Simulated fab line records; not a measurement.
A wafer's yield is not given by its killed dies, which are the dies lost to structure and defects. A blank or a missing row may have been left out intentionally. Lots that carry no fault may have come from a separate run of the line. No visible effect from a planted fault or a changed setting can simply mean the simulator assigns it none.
Which tool is to blame? / flow sfq-line / 14 lots, 42 wafers sampled, at 5 steps of a route of 325

WHAT EACH GAUGE READ, for each wafer
SFQ_I6_BOW_MEAS_941. Usual: for I6_BOW the level is 7 um and the standard deviation is 12.
lot=L461; measured=day 73 05:33; on=film-metro-03; I6_BOW (um)=4 8 3; flag=
lot=L462; measured=day 73 10:19; on=film-metro-04; I6_BOW (um)=5 10 6; flag=
lot=L464; measured=day 74 01:57; on=film-metro-04; I6_BOW (um)=-4 0 2; flag=
lot=L466; measured=day 74 21:07; on=film-metro-01; I6_BOW (um)=4 -1 14; flag=
lot=L467; measured=day 75 13:56; on=film-metro-03; I6_BOW (um)=14 16 13; flag=
lot=L468; measured=day 76 04:20; on=film-metro-01; I6_BOW (um)=13 4 3; flag=
lot=L469; measured=day 76 06:37; on=film-metro-03; I6_BOW (um)=-9 -2 -3; flag=
lot=L470; measured=day 76 09:33; on=film-metro-03; I6_BOW (um)=4 9 -2; flag=
lot=L471; measured=day 76 12:34; on=film-metro-03; I6_BOW (um)=18 29 22; flag=
lot=L473; measured=day 80 22:46; on=film-metro-03; I6_BOW (um)=-10 -11 -23; flag=
lot=L476; measured=day 81 20:22; on=film-metro-04; I6_BOW (um)=4 -8 -4; flag=
lot=L482; measured=day 83 23:11; on=film-metro-03; I6_BOW (um)=0 20 0; flag=
lot=L483; measured=day 84 12:38; on=film-metro-01; I6_BOW (um)=-5 1 -4; flag=
lot=L484; measured=day 84 20:16; on=film-metro-03; I6_BOW (um)=-7 -13 3; flag=

WHAT TOOL EACH LOT RAN ON (gives the tool, then ch and the chambers of the sampled wafers, and finally the start)
lot=L461; SFQ_TRILAYER_M3_BARC_OPEN_METAL_ETCH_100=rie-metal-04 ch 0,1, day 43 16:58; SFQ_TRILAYER_I4_CMP_CMP_100=cmp-02 ch 0,1,3, day 44 12:50; SFQ_TRILAYER_I4_METRO_MEASURE_101=film-metro-02, day 44 14:57; SFQ_TRILAYER_I4_VIA_ETCH_VIA_ETCH_106=rie-diel-03 ch 1,2, day 50 01:11
lot=L462; SFQ_TRILAYER_M3_BARC_OPEN_METAL_ETCH_100=rie-metal-01 ch 0,1, day 43 20:41; SFQ_TRILAYER_I4_CMP_CMP_100=cmp-02 ch 1,2,3, day 44 16:20; SFQ_TRILAYER_I4_METRO_MEASURE_101=film-metro-02, day 44 17:57; SFQ_TRILAYER_I4_VIA_ETCH_VIA_ETCH_106=rie-diel-04 ch 0,2,3, day 50 02:23
lot=L464; SFQ_TRILAYER_M3_BARC_OPEN_METAL_ETCH_100=rie-metal-04 ch 0,1, day 44 21:31; SFQ_TRILAYER_I4_CMP_CMP_100=cmp-02 ch 1,3, day 51 14:03; SFQ_TRILAYER_I4_METRO_MEASURE_101=film-metro-03, day 51 16:40; SFQ_TRILAYER_I4_VIA_ETCH_VIA_ETCH_106=rie-diel-03 ch 0,1,3, day 51 20:12
lot=L466; SFQ_TRILAYER_M3_BARC_OPEN_METAL_ETCH_100=rie-metal-01 ch 0,1, day 45 15:36; SFQ_TRILAYER_I4_CMP_CMP_100=cmp-01 ch 0,1,3, day 52 08:08; SFQ_TRILAYER_I4_METRO_MEASURE_101=film-metro-03, day 52 10:45; SFQ_TRILAYER_I4_VIA_ETCH_VIA_ETCH_106=rie-diel-01 ch 0,1,3, day 52 14:17
lot=L467; SFQ_TRILAYER_M3_BARC_OPEN_METAL_ETCH_100=rie-metal-02 ch 0,1, day 46 03:26; SFQ_TRILAYER_I4_CMP_CMP_100=cmp-02 ch 2,3, day 52 13:50; SFQ_TRILAYER_I4_METRO_MEASURE_101=film-metro-04, day 52 17:21; SFQ_TRILAYER_I4_VIA_ETCH_VIA_ETCH_106=rie-diel-01 ch 0,1,3, day 53 19:38
lot=L468; SFQ_TRILAYER_M3_BARC_OPEN_METAL_ETCH_100=rie-metal-02 ch 0,1, day 46 15:25; SFQ_TRILAYER_I4_CMP_CMP_100=cmp-01 ch 1,2, day 58 15:38; SFQ_TRILAYER_I4_METRO_MEASURE_101=film-metro-04, day 58 18:16; SFQ_TRILAYER_I4_VIA_ETCH_VIA_ETCH_106=rie-diel-03 ch 2,3, day 59 05:02
lot=L469; SFQ_TRILAYER_M3_BARC_OPEN_METAL_ETCH_100=rie-metal-04 ch 1, day 46 21:30; SFQ_TRILAYER_I4_CMP_CMP_100=cmp-01 ch 1,2,3, day 58 19:08; SFQ_TRILAYER_I4_METRO_MEASURE_101=film-metro-02, day 58 21:52; SFQ_TRILAYER_I4_VIA_ETCH_VIA_ETCH_106=rie-diel-04 ch 0,2,3, day 59 09:29
lot=L470; SFQ_TRILAYER_M3_BARC_OPEN_METAL_ETCH_100=rie-metal-04 ch 0,1, day 47 05:49; SFQ_TRILAYER_I4_CMP_CMP_100=cmp-01 ch 1,2, day 59 00:38; SFQ_TRILAYER_I4_METRO_MEASURE_101=film-metro-02, day 59 03:16; SFQ_TRILAYER_I4_VIA_ETCH_VIA_ETCH_106=rie-diel-01 ch 0,2, day 59 11:53
lot=L471; SFQ_TRILAYER_M3_BARC_OPEN_METAL_ETCH_100=rie-metal-01 ch 0,1, day 47 08:24; SFQ_TRILAYER_I4_CMP_CMP_100=cmp-01 ch 0,1, day 59 09:08; SFQ_TRILAYER_I4_METRO_MEASURE_101=film-metro-02, day 59 12:28; SFQ_TRILAYER_I4_VIA_ETCH_VIA_ETCH_106=rie-diel-01 ch 0,3, day 59 17:53
lot=L473; SFQ_TRILAYER_M3_BARC_OPEN_METAL_ETCH_100=rie-metal-04 ch 0,1, day 48 02:16; SFQ_TRILAYER_I4_CMP_CMP_100=cmp-02 ch 0,1,2, day 60 00:52; SFQ_TRILAYER_I4_METRO_MEASURE_101=film-metro-02, day 60 02:59; SFQ_TRILAYER_I4_VIA_ETCH_VIA_ETCH_106=rie-diel-04 ch 0,1, day 60 07:17
lot=L476; SFQ_TRILAYER_M3_BARC_OPEN_METAL_ETCH_100=rie-metal-01 ch 0,1, day 54 06:58; SFQ_TRILAYER_I4_CMP_CMP_100=cmp-01 ch 0,2,3, day 60 19:22; SFQ_TRILAYER_I4_METRO_MEASURE_101=film-metro-03, day 60 22:29; SFQ_TRILAYER_I4_VIA_ETCH_VIA_ETCH_106=rie-diel-04 ch 0,2, day 65 23:37
lot=L482; SFQ_TRILAYER_M3_BARC_OPEN_METAL_ETCH_100=rie-metal-02 ch 1, day 57 09:46; SFQ_TRILAYER_I4_CMP_CMP_100=cmp-01 ch 1,2, day 63 20:02; SFQ_TRILAYER_I4_METRO_MEASURE_101=film-metro-02, day 63 23:21; SFQ_TRILAYER_I4_VIA_ETCH_VIA_ETCH_106=rie-diel-04 ch 0,1,3, day 69 11:43
lot=L483; SFQ_TRILAYER_M3_BARC_OPEN_METAL_ETCH_100=rie-metal-04 ch 0,1, day 57 18:17; SFQ_TRILAYER_I4_CMP_CMP_100=cmp-02 ch 2,3, day 64 02:30; SFQ_TRILAYER_I4_METRO_MEASURE_101=film-metro-04, day 64 05:43; SFQ_TRILAYER_I4_VIA_ETCH_VIA_ETCH_106=rie-diel-04 ch 1,2, day 69 15:19
lot=L484; SFQ_TRILAYER_M3_BARC_OPEN_METAL_ETCH_100=rie-metal-01 ch 0,1, day 58 02:40; SFQ_TRILAYER_I4_CMP_CMP_100=cmp-02 ch 2,3, day 64 08:00; SFQ_TRILAYER_I4_METRO_MEASURE_101=film-metro-04, day 64 11:19; SFQ_TRILAYER_I4_VIA_ETCH_VIA_ETCH_106=rie-diel-03 ch 0,1,2, day 69 21:42
- SFQ_TRILAYER_M3_BARC_OPEN_METAL_ETCH_100: etches BARC in O2, target depth 125 nm, time 41.7 s.
- SFQ_TRILAYER_I4_CMP_CMP_100: polishes SiO2.
- SFQ_TRILAYER_I4_METRO_MEASURE_101
- SFQ_TRILAYER_I4_VIA_ETCH_VIA_ETCH_106: etches SiO2 in CHF3, stops on Nb, target depth 260 nm.

WHAT THE TOOLS THEMSELVES READ (means of the sampled wafers that have a number; where no wafer has one, the mark that the record gives instead)
SFQ_TRILAYER_M3_BARC_OPEN_METAL_ETCH_100. Usual: drypump-motor-current-A 5.9 A, standard deviation 0.33; oes-product-au 0.685 a.u., standard deviation 0.0047.
lot=L461; tool=rie-metal-04; drypump-motor-current-A (A)=5.9; oes-product-au (a.u.)=0.686; flag=
lot=L462; tool=rie-metal-01; drypump-motor-current-A (A)=5.7; oes-product-au (a.u.)=0.683; flag=
lot=L464; tool=rie-metal-04; drypump-motor-current-A (A)=5.9; oes-product-au (a.u.)=0.685; flag=
lot=L466; tool=rie-metal-01; drypump-motor-current-A (A)=5.7; oes-product-au (a.u.)=0.687; flag=
lot=L467; tool=rie-metal-02; drypump-motor-current-A (A)=5.8; oes-product-au (a.u.)=0.684; flag=
lot=L468; tool=rie-metal-02; drypump-motor-current-A (A)=5.7; oes-product-au (a.u.)=0.683; flag=
lot=L469; tool=rie-metal-04; drypump-motor-current-A (A)=6.3; oes-product-au (a.u.)=0.683; flag=
lot=L470; tool=rie-metal-04; drypump-motor-current-A (A)=5.9; oes-product-au (a.u.)=0.677; flag=
lot=L471; tool=rie-metal-01; drypump-motor-current-A (A)=5.7; oes-product-au (a.u.)=0.688; flag=
lot=L473; tool=rie-metal-04; drypump-motor-current-A (A)=6.2; oes-product-au (a.u.)=0.686; flag=
lot=L476; tool=rie-metal-01; drypump-motor-current-A (A)=5.7; oes-product-au (a.u.)=0.692; flag=
lot=L482; tool=rie-metal-02; drypump-motor-current-A (A)=6.0; oes-product-au (a.u.)=0.679; flag=
lot=L483; tool=rie-metal-04; drypump-motor-current-A (A)=5.9; oes-product-au (a.u.)=0.683; flag=
lot=L484; tool=rie-metal-01; drypump-motor-current-A (A)=5.8; oes-product-au (a.u.)=0.689; flag=

SFQ_TRILAYER_I4_CMP_CMP_100. Usual: head-pressure-psi 2.999 psi, standard deviation 0.007; motor-current-A 10.1 A, standard deviation 1; time-to-endpoint-s 216 s, standard deviation 6.4.
lot=L461; tool=cmp-02; head-pressure-psi (psi)=3.000; motor-current-A (A)=9.9; time-to-endpoint-s (s)=211; flag=
lot=L462; tool=cmp-02; head-pressure-psi (psi)=3.000; motor-current-A (A)=10.8; time-to-endpoint-s (s)=210; flag=
lot=L464; tool=cmp-02; head-pressure-psi (psi)=2.997; motor-current-A (A)=11.0; time-to-endpoint-s (s)=217; flag=
lot=L466; tool=cmp-01; head-pressure-psi (psi)=3.002; motor-current-A (A)=9.7; time-to-endpoint-s (s)=227; flag=
lot=L467; tool=cmp-02; head-pressure-psi (psi)=3.000; motor-current-A (A)=10.2; time-to-endpoint-s (s)=209; flag=
lot=L468; tool=cmp-01; head-pressure-psi (psi)=3.000; motor-current-A (A)=10.4; time-to-endpoint-s (s)=219; flag=
lot=L469; tool=cmp-01; head-pressure-psi (psi)=3.006; motor-current-A (A)=10.0; time-to-endpoint-s (s)=222; flag=
lot=L470; tool=cmp-01; head-pressure-psi (psi)=2.997; motor-current-A (A)=9.9; time-to-endpoint-s (s)=220; flag=
lot=L471; tool=cmp-01; head-pressure-psi (psi)=2.995; motor-current-A (A)=9.8; time-to-endpoint-s (s)=280; flag=OFF
lot=L473; tool=cmp-02; head-pressure-psi (psi)=2.998; motor-current-A (A)=10.3; time-to-endpoint-s (s)=217; flag=
lot=L476; tool=cmp-01; head-pressure-psi (psi)=3.000; motor-current-A (A)=10.0; time-to-endpoint-s (s)=284; flag=OFF
lot=L482; tool=cmp-01; head-pressure-psi (psi)=3.006; motor-current-A (A)=9.9; time-to-endpoint-s (s)=222; flag=
lot=L483; tool=cmp-02; head-pressure-psi (psi)=3.000; motor-current-A (A)=10.1; time-to-endpoint-s (s)=220; flag=
lot=L484; tool=cmp-02; head-pressure-psi (psi)=2.991; motor-current-A (A)=10.5; time-to-endpoint-s (s)=218; flag=

SFQ_TRILAYER_I4_METRO_MEASURE_101. Usual: thk-nm 200.1 nm, standard deviation 1.
lot=L461; tool=film-metro-02; thk-nm (nm)=199.9; flag=
lot=L462; tool=film-metro-02; thk-nm (nm)=199.9; flag=
lot=L464; tool=film-metro-03; thk-nm (nm)=199.4; flag=
lot=L466; tool=film-metro-03; thk-nm (nm)=201.9; flag=
lot=L467; tool=film-metro-04; thk-nm (nm)=201.1; flag=
lot=L468; tool=film-metro-04; thk-nm (nm)=199.5; flag=
lot=L469; tool=film-metro-02; thk-nm (nm)=199.7; flag=
lot=L470; tool=film-metro-02; thk-nm (nm)=199.7; flag=
lot=L471; tool=film-metro-02; thk-nm (nm)=306.5; flag=OFF
lot=L473; tool=film-metro-02; thk-nm (nm)=199.4; flag=
lot=L476; tool=film-metro-03; thk-nm (nm)=308.0; flag=OFF
lot=L482; tool=film-metro-02; thk-nm (nm)=200.0; flag=
lot=L483; tool=film-metro-04; thk-nm (nm)=200.0; flag=
lot=L484; tool=film-metro-04; thk-nm (nm)=199.6; flag=

SFQ_TRILAYER_I4_VIA_ETCH_VIA_ETCH_106. Usual: drypump-motor-current-A 5.9 A, standard deviation 0.43; oes-product-au 0.854 a.u., standard deviation 0.005.
lot=L461; tool=rie-diel-03; drypump-motor-current-A (A)=6.2; oes-product-au (a.u.)=0.851; flag=
lot=L462; tool=rie-diel-04; drypump-motor-current-A (A)=5.9; oes-product-au (a.u.)=0.857; flag=
lot=L464; tool=rie-diel-03; drypump-motor-current-A (A)=6.0; oes-product-au (a.u.)=0.858; flag=
lot=L466; tool=rie-diel-01; drypump-motor-current-A (A)=5.5; oes-product-au (a.u.)=0.860; flag=
lot=L467; tool=rie-diel-01; drypump-motor-current-A (A)=5.6; oes-product-au (a.u.)=0.859; flag=
lot=L468; tool=rie-diel-03; drypump-motor-current-A (A)=6.3; oes-product-au (a.u.)=0.851; flag=
lot=L469; tool=rie-diel-04; drypump-motor-current-A (A)=5.9; oes-product-au (a.u.)=0.853; flag=
lot=L470; tool=rie-diel-01; drypump-motor-current-A (A)=5.7; oes-product-au (a.u.)=0.856; flag=
lot=L471; tool=rie-diel-01; drypump-motor-current-A (A)=5.3; oes-product-au (a.u.)=0.992; flag=OFF
lot=L473; tool=rie-diel-04; drypump-motor-current-A (A)=5.5; oes-product-au (a.u.)=0.852; flag=
lot=L476; tool=rie-diel-04; drypump-motor-current-A (A)=6.0; oes-product-au (a.u.)=0.991; flag=OFF
lot=L482; tool=rie-diel-04; drypump-motor-current-A (A)=5.6; oes-product-au (a.u.)=0.853; flag=
lot=L483; tool=rie-diel-04; drypump-motor-current-A (A)=5.9; oes-product-au (a.u.)=0.851; flag=
lot=L484; tool=rie-diel-03; drypump-motor-current-A (A)=6.1; oes-product-au (a.u.)=0.859; flag=

THE ANSWER, worked out from the rows above alone
Rule: lot off if the mean of its wafers having a number is beyond 3 standard deviations from the usual mean. Also off: a lot with no number at a reading for which 4 or more lots have one. Where the step has rows for the other lots, those lots are counted as sound. Order of review: gauges by route order, followed by the tools' own readings, for which a lot's mean as printed above is used. The first step at which some lot is off is used, and at that step the reading that is off furthest; a lot without a number counts as furthest.
Off: L471, L476 (SFQ_TRILAYER_I4_CMP_CMP_100, time-to-endpoint-s).
A tool fits if, at that step or a process step before it, it ran every lot that is off, and no sound lot after the first of them. No candidate that was tried fits.

WHAT THE SIMULATOR HAD PUT IN
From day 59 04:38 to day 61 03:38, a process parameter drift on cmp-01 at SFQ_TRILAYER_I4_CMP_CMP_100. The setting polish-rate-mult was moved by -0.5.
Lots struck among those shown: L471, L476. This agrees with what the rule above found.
